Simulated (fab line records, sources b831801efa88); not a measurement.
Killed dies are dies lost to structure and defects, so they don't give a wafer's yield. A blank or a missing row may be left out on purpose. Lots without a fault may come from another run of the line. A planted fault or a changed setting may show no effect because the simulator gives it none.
A struck lot beside a sound one | flow sky130 | 23 steps out of a route of 708
Sound: wafers L930.1, L930.3, L930.5. Struck: wafers L935.3, L935.4, L935.5. The cause comes at the end.
At each step with rows: each side's tool, then ch and its chambers, then its first start. Under that, the readings that differ: sound wafers | struck wafers | difference of the means | sigmas: that difference in standard deviations of wafers without a fault.
alike: readings whose means differ by less than 2 such deviations, and words and numbers that are the same on both sides. not compared: withheld readings, readings that some wafer has no value for, bounds like >300 that may hide the same value, and numbers for which the record gives no deviation and whose values overlap.
The two part at a step that has a row with sigmas, a row that says differs or no value, or rows on one side only. Numbers that don't overlap but have no deviation are shown without sigmas and don't part them. A reading that every wafer of one side lacks parts them only if that side has two wafers or more.

SKY_METAL2_ETCH_18: etches BARC in N2/H2, stops on SiO2, time 45.9 s, target depth 60 nm.
  sound on rie_metal-04 ch 0,1, day 38 02:09; struck on rie_metal-04 ch 0,1, day 39 16:05
  alike: chamber_pressure_mTorr, drypump_motor_current_A, oes_product_au, throttle_valve_pct
  not compared: rf_hours_counter_h
SKY_METAL2_METAL_ETCH_19: etches the open film in Cl2/BCl3, stops on SiO2, target depth 360 nm, time 78 s.
  sound on rie_metal-04 ch 0,1, day 38 02:13; struck on rie_metal-04 ch 0,1, day 39 16:09
  alike: chamber_pressure_mTorr, drypump_motor_current_A, oes_product_au, throttle_valve_pct
  not compared: rf_hours_counter_h
SKY_METAL2_STRIP_20: strips in O2/N2.
  sound on plasma_asher-01 ch 0,1, day 38 02:19; struck on plasma_asher-02 ch 0,1, day 39 16:14
  alike: chamber_pressure_mTorr, drypump_motor_current_A, oes_product_au, strip_time_to_endpoint_s
  not compared: rf_hours_counter_h
then, 4 steps without rows for these wafers: SKY_METAL2_STRIP_21 (strips in post etch residue remover, time 1200 s); SKY_METAL2_CLEAN_22 (cleans in IPA, time 180 s); SKY_METAL2_CLEAN_23 (cleans in O3/DIW); SKY_VIA2_HDPCVD_00 (deposits SiO2, target thk 1180 nm, time 196.7 s).
SKY_VIA2_THK_MEAS_01:
  sound on film_metro-02, day 38 03:08; struck on film_metro-03, day 39 17:04
  alike: VIA2_HDPCVD_THK
SKY_VIA2_CMP_02: polishes SiO2.
  sound on cmp-02 ch 2,3, day 38 03:11; struck on cmp-01 ch 0,1,2, day 39 17:10
  alike: motor_current_A
SKY_VIA2_BOW_MEAS_03:
  sound on film_metro-01, day 38 03:31; struck on film_metro-02, day 39 17:27
  alike: VIA2_BOW
then, 2 steps without rows for these wafers: SKY_VIA2_DEHYDRATE_04 (time 60 s); SKY_VIA2_HMDS_05 (prime time 60 s).
SKY_VIA2_COAT_06: resist thk 60 nm.
  sound on litho_track-02 ch 0, day 38 15:52; struck on litho_track-02 ch 0, day 40 04:37
  reading              | sound                | struck               | difference | sigmas
  spin_speed_rpm (rpm) | 2996.8 2996.5 3000.2 | 3066.4 3067.0 3064.2 | +68.0      | +32
then, 5 steps without rows for these wafers: SKY_VIA2_COAT_07 (resist thk 450 nm); SKY_VIA2_SOFTBAKE_08 (time 90 s); SKY_VIA2_EXPOSE_09 (exposes mask VIM2, target cd 200 nm); SKY_VIA2_PEB_10; SKY_VIA2_DEVELOP_11 (develop time 60 s).
SKY_VIA2_CD_MEAS_12: target cd 200 nm.
  sound on cd_sem-02, day 39 04:11; struck on cd_sem-01, day 40 18:11
  alike: cd_nm
SKY_VIA2_OVL_MEAS_13:
  sound on overlay-01, day 39 04:19; struck on overlay-01, day 40 18:17
  alike: VIA2_OVL
SKY_VIA2_ETCH_14: etches BARC in N2/H2, stops on SiO2, time 45.9 s, target depth 60 nm.
  sound on rie_diel-02 ch 0,1,3, day 39 04:21; struck on rie_diel-02 ch 0,1, day 40 18:18
  reading                  | sound             | struck            | difference | sigmas
  model.etch.depth_nm (nm) | 60.26 60.09 60.18 | 59.72 59.69 59.57 | -0.52      |
  alike: chamber_pressure_mTorr, drypump_motor_current_A, oes_product_au, throttle_valve_pct
  not compared: rf_hours_counter_h
SKY_VIA2_ETCH_15: etches SiO2 in C4F8/O2/Ar, stops on TiN, target depth 546 nm, time 84 s.
  sound on rie_diel-02 ch 0,1,3, day 39 04:23; struck on rie_diel-02 ch 0,1, day 40 18:21
  alike: chamber_pressure_mTorr, oes_product_au
  not compared: rf_hours_counter_h
then, 1 step without rows for these wafers: SKY_PAD_OPEN_PROBE_99.

WHERE THEY PART
Only at SKY_VIA2_COAT_06, within this record. Later steps at which nothing parts them and some readings are alike: SKY_VIA2_CD_MEAS_12, SKY_VIA2_OVL_MEAS_13, SKY_VIA2_ETCH_14, SKY_VIA2_ETCH_15.

WHY: what the simulator had put in
Process parameter drift: litho_track-02, from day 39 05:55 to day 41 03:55, at SKY_VIA2_COAT_06. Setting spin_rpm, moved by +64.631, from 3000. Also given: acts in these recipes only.
